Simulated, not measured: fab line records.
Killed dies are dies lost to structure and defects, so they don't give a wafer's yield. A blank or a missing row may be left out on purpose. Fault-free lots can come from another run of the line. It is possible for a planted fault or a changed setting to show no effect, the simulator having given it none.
fab line records | flow sky130
[record] lots = 11 wafers = 33 last-day = 50
route steps=708 shown VT_ADJUST_LVTN@118 SONOS_TUNNEL@166 RES_XHIGH@339 LI_CONTACT@386
lots that met no fault: from a run of the same line without faults
start-h: the number of hours between the record's first day and the start of the first shown wafer of the lot | wait-h: hours elapsed since this lot's preceding step | " repeats the value in the row above | L1.1+2: one row covering several wafers at once | - no value, or no start was given | * or withheld: withheld | < > ~ a bound
route shown NAME@n: NAME is a module with steps in the file, n the number in the route of the first one | usual: average and standard deviation across the fault-free wafers | same: alike in all rows | chamber/n: place in a boat | sites: each site's reading | _std_site: standard deviation of those values | _edge_site: the outer-site mean with the inner-site mean subtracted | radius-mm: for every site, how far away it sits from the centre of the wafer | mask NAME#n: copy n | behind: tool/chamber where the wafer was last shaped | hold: reason for holding the lot/hours on hold/outcome of the hold | device: the n, p or np transistor that did not switch | end of line: tests run on the same wafers once the route is complete | where a step has no rows: the recipe by itself | killed: the dies lost at the first sort to structure and to defects; this is not the yield of the wafer | map: per-die view of a wafer (x killed, . not killed, _ where there is no die)
set.NAME: the run value of the setting; set.NAME@STEP: its run value at that earlier step | model.NAME: the simulator's own value behind a step, which no gauge read
one table for each step of the route and one row for each wafer, over a sample of lots
services: from which hour (start-h, from the record's first day; less than 0 if before it) a tool's chamber was out of use, for how many hours, and why
[[steps]]
[step SKY_VT_ADJUST_LVTN_TW_MEAS_21]
[usual] VT_ADJUST_LVTN_2_TW = 190.0/1.2
// columns lot.wafer tool chamber start-h wait-h VT_ADJUST_LVTN_2_TW
L945.2 film-metro-04 - 167.33 0.1 188.3
L945.3 " - " " 187.7
L945.4 " - " " 188.8
L946.4 film-metro-02 - 171.40 0.1 191.3
L946.5 " - " " 190.9
L946.6 " - " " 190.8
L947.1 film-metro-02 - 179.31 0.1 191.0
L947.2 " - " " 190.5
L947.4 " - " " 190.9
L949.1 film-metro-02 - 190.82 0.1 189.9
L949.2 " - " " 190.3
L949.3 " - " " 190.2
L952.4 film-metro-04 - 207.49 0.1 187.8
L952.5 " - " " 188.4
L952.6 " - " " 188.2
L956.1 film-metro-02 - 232.47 0.1 191.5
L956.2 " - " " 191.5
L956.5 " - " " 192.7
L962.1 film-metro-02 - 281.62 0.1 192.1
L962.4 " - " " 190.4
L962.5 " - " " 190.7
L964.1 film-metro-04 - 288.61 0.1 190.4
L964.4 " - " " 189.6
L964.6 " - " " 190.5
L965.1 film-metro-04 - 298.26 0.1 191.3
L965.3 " - " " 191.0
L965.4 " - " " 190.4
L967.1 film-metro-02 - 321.71 0.1 190.9
L967.2 " - " " 190.1
L967.3 " - " " 191.2
L968.3 film-metro-01 - 331.19 0.1 189.6
L968.4 " - " " 190.3
L968.6 " - " " 190.9
[step SKY_SONOS_TUNNEL_TW_MEAS_12]
[usual] SONOS_TUNNEL_TW = 200.3/1.1
// columns lot.wafer tool chamber start-h wait-h SONOS_TUNNEL_TW
L945.2 film-metro-02 - 256.01 0.0 200.7
L945.3 " - " " 201.5
L945.4 " - " " 202.3
L946.4 film-metro-04 - 259.93 0.0 199.0
L946.5 " - " " 198.8
L946.6 " - " " 198.2
L947.1 film-metro-02 - 272.20 0.0 200.4
L947.2 " - " " 201.4
L947.4 " - " " 200.8
L949.1 film-metro-02 - 284.40 0.0 200.3
L949.2 " - " " 200.6
L949.3 " - " " 199.4
L952.4 film-metro-02 - 303.22 0.0 200.0
L952.5 " - " " 199.9
L952.6 " - " " 201.0
L956.1 film-metro-02 - 332.02 0.0 201.4
L956.2 " - " " 201.6
L956.5 " - " " 200.6
L962.1 film-metro-01 - 388.45 0.0 200.4
L962.4 " - " " 201.2
L962.5 " - " " 200.2
L964.1 film-metro-02 - 397.35 0.0 200.5
L964.4 " - " " 200.3
L964.6 " - " " 201.9
L965.1 film-metro-02 - 408.50 0.0 201.7
L965.3 " - " " 201.8
L965.4 " - " " 200.3
L967.1 film-metro-02 - 437.59 0.0 200.6
L967.2 " - " " 200.6
L967.3 " - " " 200.7
L968.3 film-metro-02 - 448.56 0.0 200.6
L968.4 " - " " 201.2
L968.6 " - " " 200.6
[step SKY_RES_XHIGH_IMPLANT_07]
[recipe] species = BF2 energy-kev = 20 dose-cm2 = 3.6e+14 tilt-deg = 0
[usual] beam-on-s = 37.4/2 faraday-current-uA = 543/29
// columns lot.wafer tool chamber start-h wait-h beam-on-s faraday-current-uA
L946.4 implanter-04 0 633.71 0.1 38.6 530
L946.5 " 0 " " 38.2 532
L946.6 " 0 " " 38.3 531
L945.2 implanter-01 0 636.49 0.1 39.0 521
L945.3 " 0 " " 40.5 497
L945.4 " 0 " " 38.9 520
L947.1 implanter-04 0 647.62 0.1 39.5 515
L947.2 " 0 " " 38.0 536
L947.4 " 0 " " 38.6 528
L949.1 implanter-02 0 661.18 0.1 33.7 598
L949.2 " 0 " " 35.4 573
L949.3 " 0 " " 35.0 577
L952.4 implanter-04 0 678.49 0.1 38.7 523
L952.5 " 0 " " 37.7 538
L952.6 " 0 " " 37.9 536
L956.1 implanter-02 0 711.92 0.1 34.7 585
L956.2 " 0 " " 34.8 582
L956.5 " 0 " " 36.0 563
L962.1 implanter-02 0 763.58 0.1 27.3 746
L962.4 " 0 " " 27.9 729
L962.5 " 0 " " 28.3 718
L964.1 implanter-02 0 764.18 0.1 27.2 746
L964.4 " 0 " " 29.0 700
L964.6 " 0 " " 27.4 739
L965.1 implanter-01 0 775.62 0.1 38.8 522
L965.3 " 0 " " 38.9 522
L965.4 " 0 " " 39.6 513
L967.1 implanter-04 0 798.87 0.1 37.7 538
L967.2 " 0 " " 37.5 537
L967.3 " 0 " " 38.1 533
L968.3 implanter-04 0 811.03 0.1 36.2 558
L968.4 " 0 " " 38.1 534
L968.6 " 0 " " 38.0 536
[step SKY_RES_XHIGH_STRIP_08]
[recipe] chemistry = O2/N2 power-w = 1400 pressure-mtorr = 1500 platen-temp-c = withheld o2-flow-sccm = 3000 n2-flow-sccm = 300 overash-fraction = 0.5
[usual] drypump-motor-current-A = 5.75/0.15 oes-product-au = 0.711/0.0045 strip-time-to-endpoint-s = 14.29/0.038
// columns lot.wafer tool chamber start-h wait-h drypump-motor-current-A oes-product-au rf-hours-counter-h strip-time-to-endpoint-s
L946.4 plasma-asher-03 0 633.82 0.1 5.84 0.706 - 14.28
L946.5 " 1 " " 5.41 0.703 - 14.29
L946.6 " 0 " " 5.85 0.704 - 14.29
L945.2 plasma-asher-04 0 636.62 0.1 5.73 0.700 79 14.27
L945.3 " 1 " " 5.87 0.711 - 14.29
L945.4 " 0 " " 5.75 0.711 - 14.31
L947.1 plasma-asher-04 0 647.77 0.1 5.75 0.711 80 14.31
L947.2 " 1 " " 5.86 0.706 80 14.31
L947.4 " 1 " " 5.87 0.708 - 14.30
L949.1 plasma-asher-04 1 661.33 0.1 5.89 0.715 82 14.27
L949.2 " 0 " " 5.77 0.714 82 14.26
L949.3 " 1 " " 5.86 0.717 - 14.26
L952.4 plasma-asher-02 0 678.60 0.1 5.62 0.710 - 14.29
L952.5 " 1 " " 5.88 0.712 - 14.25
L952.6 " 0 " " 5.61 0.708 - 14.29
L956.1 plasma-asher-04 1 712.07 0.1 5.85 0.710 87 14.27
L956.2 " 0 " " 5.75 0.703 87 14.27
L956.5 " 0 " " 5.74 0.713 - 14.30
L962.1 plasma-asher-02 1 763.73 0.1 5.89 0.716 63 14.17
L962.4 " 1 " " 5.88 0.717 - 14.18
L962.5 " 1 " " 5.87 0.716 - 14.15
L964.1 plasma-asher-02 1 764.33 0.1 5.87 0.724 64 14.21
L964.4 " 0 " " 5.62 0.723 - 14.19
L964.6 " 0 " " 5.62 0.718 - 14.18
L965.1 plasma-asher-02 0 775.77 0.1 5.62 0.704 65 14.26
L965.3 " 1 " " 5.87 0.722 - 14.25
L965.4 " 0 " " 5.62 0.709 - 14.25
L967.1 plasma-asher-02 0 799.02 0.1 5.61 0.717 67 14.36
L967.2 " 1 " " 5.85 0.714 67 14.35
L967.3 " 0 " " 5.61 0.717 - 14.29
L968.3 plasma-asher-04 1 811.17 0.1 5.88 0.702 - 14.29
L968.4 " 0 " " 5.73 0.709 - 14.28
L968.6 " 0 " " 5.74 0.714 - 14.31
[step SKY_RES_XHIGH_TW_MEAS_09]
[usual] RES_XHIGH_TW = 1657/13
// columns lot.wafer tool chamber start-h wait-h hold RES_XHIGH_TW
L946.4 film-metro-01 - 633.91 0.1 - 1649
L946.5 " - " " - 1650
L946.6 " - " " - 1654
L945.2 film-metro-03 - 636.73 0.1 - 1618
L945.3 " - " " - 1639
L945.4 " - " " - 1631
L947.1 film-metro-02 - 647.87 0.1 - 1661
L947.2 " - " " - 1655
L947.4 " - " " - 1663
L949.1 film-metro-02 - 661.43 0.1 - 1673
L949.2 " - " " - 1671
L949.3 " - " " - 1677
L952.4 film-metro-02 - 678.70 0.1 - 1670
L952.5 " - " " - 1671
L952.6 " - " " - 1679
L956.1 film-metro-01 - 712.17 0.1 - 1660
L956.2 " - " " - 1660
L956.5 " - " " - 1652
L962.1 film-metro-01 - 763.83 0.1 await-dispo/0.2h/release 1536
L962.4 " - " " await-dispo/0.2h/release 1538
L962.5 " - " " await-dispo/0.2h/release 1535
L962.1 film-metro-01 - 764.17 0.3 - 1540
L962.4 " - " " - 1526
L962.5 " - " " - 1537
L964.1 film-metro-01 - 764.43 0.1 await-dispo/0.2h/release 1532
L964.4 " - " " await-dispo/0.2h/release 1532
L964.6 " - " " await-dispo/0.2h/release 1534
L964.1 film-metro-01 - 764.66 0.2 - 1534
L964.4 " - " " - 1539
L964.6 " - " " - 1531
L965.1 film-metro-03 - 775.87 0.1 - 1648
L965.3 " - " " - 1635
L965.4 " - " " - 1646
L967.1 film-metro-03 - 799.12 0.1 - 1643
L967.2 " - " " - 1641
L967.3 " - " " - 1628
L968.3 film-metro-01 - 811.25 0.1 - 1655
L968.4 " - " " - 1653
L968.6 " - " " - 1654
[step SKY_SD_N_RS_MEAS_18]
[recipe] thk-meas-gauge = four-point-probe
[usual] RES_XHIGH_RS = 333.2/1.3
// columns lot.wafer tool chamber start-h wait-h hold RES_XHIGH_RS[ohm/sq]
L946.4 film-metro-03 - 664.02 0.1 - 334.5
L946.5 " - " " - 334.8
L946.6 " - " " - 334.9
L945.2 film-metro-02 - 666.21 0.1 - 335.0
L945.3 " - " " - 335.5
L945.4 " - " " - 335.2
L947.1 film-metro-02 - 677.26 0.1 - 333.4
L947.2 " - " " - 334.3
L947.4 " - " " - 333.4
L949.1 film-metro-02 - 690.75 0.1 - 332.4
L949.2 " - " " - 331.8
L949.3 " - " " - 331.3
L952.4 film-metro-02 - 707.46 0.1 - 333.4
L952.5 " - " " - 332.8
L952.6 " - " " - 331.6
L956.1 film-metro-01 - 740.55 0.1 - 333.2
L956.2 " - " " - 332.8
L956.5 " - " " - 335.0
L962.1 film-metro-03 - 792.00 0.1 await-dispo/0.2h/release 405.3
L962.4 " - " " await-dispo/0.2h/release 405.2
L962.5 " - " " await-dispo/0.2h/release 404.6
L962.1 film-metro-03 - 792.30 0.3 - 404.4
L962.4 " - " " - 406.4
L962.5 " - " " - 404.0
L964.1 film-metro-01 - 792.31 0.1 await-dispo/0.2h/release 403.6
L964.4 " - " " await-dispo/0.2h/release 401.8
L964.6 " - " " await-dispo/0.2h/release 404.5
L964.1 film-metro-01 - 792.61 0.3 - 404.5
L964.4 " - " " - 402.3
L964.6 " - " " - 403.2
L965.1 film-metro-01 - 803.35 0.1 - 332.8
L965.3 " - " " - 333.2
L965.4 " - " " - 333.3
L967.1 film-metro-01 - 826.35 0.1 - 334.2
L967.2 " - " " - 335.9
L967.3 " - " " - 335.4
L968.3 film-metro-02 - 838.34 0.1 - 331.8
L968.4 " - " " - 331.6
L968.6 " - " " - 332.5
[step SKY_LI_CONTACT_CMP_24]
[recipe] stop-on = PSG t-overpolish-s = 20 down-force-psi = 3.5 platen-rpm = 60 target-thk-nm = 0 pad-velocity-m-s = 0.94248
[usual] motor-current-A = 11.3/1 overpolish-run-s = 20.001/0.0088 platen-rpm = 60.00/0.039 time-to-endpoint-s = 96/3.2
// columns lot.wafer tool chamber start-h wait-h motor-current-A overpolish-run-s platen-rpm time-to-endpoint-s
L946.4 cmp-01 2 693.99 0.0 10.6 19.996 60.03 101
L946.5 " 2 " " 10.8 20.012 59.99 99
L946.6 " 3 " " 11.7 19.999 60.01 100
L945.2 cmp-01 1 696.29 0.1 10.8 19.999 60.05 102
L945.3 " 3 " " 11.1 20.016 59.99 96
L945.4 " 0 " " 11.4 20.005 59.97 95
L947.4 cmp-02 3 706.40 0.0 11.0 19.991 59.99 94
L947.1 " 0 " " 8.9 19.998 60.00 96
L947.2 " 1 " " 13.4 19.992 60.03 93
L949.1 cmp-01 3 720.04 0.1 11.4 19.991 59.98 94
L949.3 " 0 " " 11.1 20.005 59.93 96
L949.2 " 1 " " 11.2 20.005 59.97 99
L952.4 cmp-02 2 737.00 0.2 12.3 19.990 60.04 89
L952.5 " 3 " " 11.3 19.987 59.99 94
L952.6 " 0 " " 9.0 20.014 60.02 91
L956.1 cmp-02 2 769.01 0.1 12.2 19.994 59.96 93
L956.2 " 3 " " 10.6 20.016 60.06 95
L956.5 " 3 " " 11.1 20.006 59.99 94
L965.4 cmp-02 3 831.10 0.0 10.9 20.010 60.02 96
L965.1 " 0 " " 9.3 20.010 60.03 93
L965.3 " 1 " " 13.1 19.998 59.98 96
L967.2 cmp-02 1 854.56 0.0 13.0 19.995 59.96 89
L967.3 " 2 " " 12.7 19.998 59.92 94
L967.1 " 0 " " 9.2 20.008 60.03 93
L968.4 cmp-01 3 865.56 0.0 11.8 20.001 59.96 97
L968.3 " 0 " " 11.4 19.986 60.01 90
L968.6 " 3 " " 11.6 20.005 59.95 93
[[services]]
// columns tool chamber start-h hours kind
implanter-04 - 623.74 2.3 repair
implanter-02 - 633.17 2.0 repair
implanter-02 - 633.83 3.8 repair
cmp-01 - 650.30 0.8 repair
implanter-02 - 667.33 2.2 repair
cmp-01 - 673.88 2.6 repair
cmp-02 - 685.62 4.6 pm
cmp-02 - 690.23 15.8 pm
cmp-02 - 706.75 5.2 repair
cmp-02 - 707.29 1.0 repair
implanter-04 - 709.61 4.7 pm
cmp-01 - 712.02 1.1 repair
cmp-02 - 712.35 2.3 repair
implanter-02 - 724.14 3.6 pm
cmp-02 - 744.00 4.0 pm
plasma-asher-04 - 779.63 7.0 repair
cmp-02 - 787.81 5.6 pm
plasma-asher-02 - 804.42 7.0 repair
plasma-asher-02 - 807.10 13.7 repair
implanter-04 - 814.41 2.7 repair
cmp-02 - 836.85 0.8 repair
plasma-asher-02 - 840.58 9.4 pm
cmp-02 - 846.64 2.4 repair
plasma-asher-04 - 860.76 4.6 repair
[[key]]
[first-sign] step = SKY_RES_XHIGH_IMPLANT_07 reading = faraday-current-uA direction = up sigmas = 6.5 usual = 543 struck = 730
[effect] step = SKY_RES_XHIGH_IMPLANT_07 reading = beam-on-s direction = down sigmas = 4.9 usual = 37.4 struck = 27.8
[effect] step = SKY_RES_XHIGH_STRIP_08 reading = strip-time-to-endpoint-s direction = down sigmas = 2.8 usual = * struck = *
[effect] step = SKY_RES_XHIGH_TW_MEAS_09 reading = visit direction = added
[effect] step = SKY_RES_XHIGH_TW_MEAS_09 reading = RES_XHIGH_TW direction = down sigmas = 9.4 usual = 1657 struck = 1534
[effect] step = SKY_SD_N_RS_MEAS_18 reading = visit direction = added
[effect] step = SKY_SD_N_RS_MEAS_18 reading = RES_XHIGH_RS direction = up sigmas = 54 usual = 333.2 struck = 404.2
met-at SKY_RES_XHIGH_IMPLANT_07
struck-lots L962,L964
scrapped-behind SKY_SD_N_RS_MEAS_18 L962.1,L962.4,L962.5,L964.1,L964.4,L964.6
not-acting-at SKY_VT_ADJUST_LVTN_TW_MEAS_21,SKY_SONOS_TUNNEL_TW_MEAS_12,SKY_LI_CONTACT_CMP_24
onset-between 711.92 763.58
[fault] kind = process-parameter-drift tool = implanter-02 chamber = - onset-h = 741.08 steps = SKY_RES_XHIGH_IMPLANT_07 channel = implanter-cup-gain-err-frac offset = 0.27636 shape = step end-h = 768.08
